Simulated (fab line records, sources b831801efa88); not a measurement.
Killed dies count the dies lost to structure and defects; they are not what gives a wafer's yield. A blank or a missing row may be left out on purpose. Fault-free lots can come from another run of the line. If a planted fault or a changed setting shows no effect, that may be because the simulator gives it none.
Comparing a struck lot with a sound one || flow sky130 || 23 out of 708 route steps
Sound: wafers L591.2, L591.3, L591.4. Wafers L603.2, L603.4, L603.6 were the ones struck. Last of all comes the cause.
For every step that has rows: the tool of each side, followed by ch and its chambers, followed by its first start. Under that, the readings that differ: sound wafers || struck wafers || difference of the means || sigmas: that difference in standard deviations of wafers without a fault.
alike: words and numbers the same on both sides, and readings whose means are apart by under 2 such deviations; not compared: readings that were withheld, readings missing a value for some wafer, numbers with overlapping values and no deviation given by the record, and bounds like >300 which may hide the same value.
The two part at a step that has a row with sigmas, a row that says differs or no value, or rows on one side only. Numbers that have no deviation but don't overlap get no sigmas and don't part them. A reading that every wafer of one side lacks parts them only if that side has two wafers or more.

first, 8 steps without rows for these wafers: SKY_RES_XHIGH_DEHYDRATE_00 (time 60 s); SKY_RES_XHIGH_HMDS_01 (prime time 60 s); SKY_RES_XHIGH_COAT_02 (resist thk 1140 nm); SKY_RES_XHIGH_SOFTBAKE_03 (time 60 s); SKY_RES_XHIGH_EXPOSE_04 (exposes mask URPM, target cd 1270 nm); SKY_RES_XHIGH_PEB_05; SKY_RES_XHIGH_DEVELOP_06 (develop time 60 s); SKY_RES_XHIGH_IMPLANT_07.
SKY_RES_XHIGH_STRIP_08: strips in O2/N2.
  sound on plasma_asher-02 ch 0,1, day 27 19:24; struck on plasma_asher-03 ch 0,1, day 32 08:09
  alike: drypump_motor_current_A, oes_product_au, strip_time_to_endpoint_s
  not compared: rf_hours_counter_h
SKY_RES_XHIGH_TW_MEAS_09:
  sound on film_metro-04, day 27 19:31; struck on film_metro-04, day 32 08:16
  alike: RES_XHIGH_TW
then, 2 steps without rows for these wafers: SKY_SD_N_DEHYDRATE_00 (time 60 s); SKY_SD_N_HMDS_01 (prime time 60 s).
SKY_SD_N_COAT_02: resist thk 1140 nm.
  sound on litho_track-01 ch 0, day 28 09:01; struck on litho_track-03 ch 0, day 32 21:07
{"reading": "model.NOVOLAK_of_SD_N_COAT_02.thk_nm (nm)", "sound": "1139 1141 1135", "struck": "1092 1092 1093", "difference": -46, "sigmas": ""}
  alike: dispense_pressure_kPa
then, 3 steps without rows for these wafers: SKY_SD_N_SOFTBAKE_03 (time 60 s); SKY_SD_N_EXPOSE_04 (exposes mask NSDM, target cd 380 nm); SKY_SD_N_PEB_05.
SKY_SD_N_DEVELOP_06: develop time 60 s.
  sound on litho_track-01 ch 0, day 28 23:16; struck on litho_track-03 ch 0, day 33 11:07
{"reading": "model.NOVOLAK_of_SD_N_COAT_02.thk_nm (nm)", "sound": "1139 1141 1135", "struck": "1092 1092 1093", "difference": -46, "sigmas": ""}
SKY_SD_N_CD_MEAS_07: the cd target is 380 nm.
  sound on cd_sem-02, day 28 23:25; struck on cd_sem-02, day 33 11:16
  alike: cd_nm
SKY_SD_N_OVL_MEAS_08:
  sound on overlay-01, day 28 23:31; struck on overlay-01, day 33 11:22
  alike: SD_N_OVL
then, 2 steps without rows for these wafers: SKY_SD_N_IMPLANT_09; SKY_SD_N_IMPLANT_10.
SKY_SD_N_STRIP_11: strips in O2/N2.
  sound on plasma_asher-01 ch 0,1, day 28 23:51; struck on plasma_asher-02 ch 0,1, day 33 11:42
{"reading": "strip_time_to_endpoint_s (s)", "sound": "22.53 22.55 22.50", "struck": "21.98 22.00 22.00", "difference": -0.53, "sigmas": -13}
  alike: drypump_motor_current_A, oes_product_au
  not compared: rf_hours_counter_h
SKY_SD_N_TW_MEAS_12:
  sound on film_metro-02, day 28 23:58; struck on film_metro-01, day 33 11:49
  alike: SD_N_TW

WHERE THEY PART
SKY_SD_N_STRIP_11 only, going by this record. Later steps at which nothing parts them and some readings are alike: SKY_SD_N_TW_MEAS_12.

WHY: what had been put in by the simulator
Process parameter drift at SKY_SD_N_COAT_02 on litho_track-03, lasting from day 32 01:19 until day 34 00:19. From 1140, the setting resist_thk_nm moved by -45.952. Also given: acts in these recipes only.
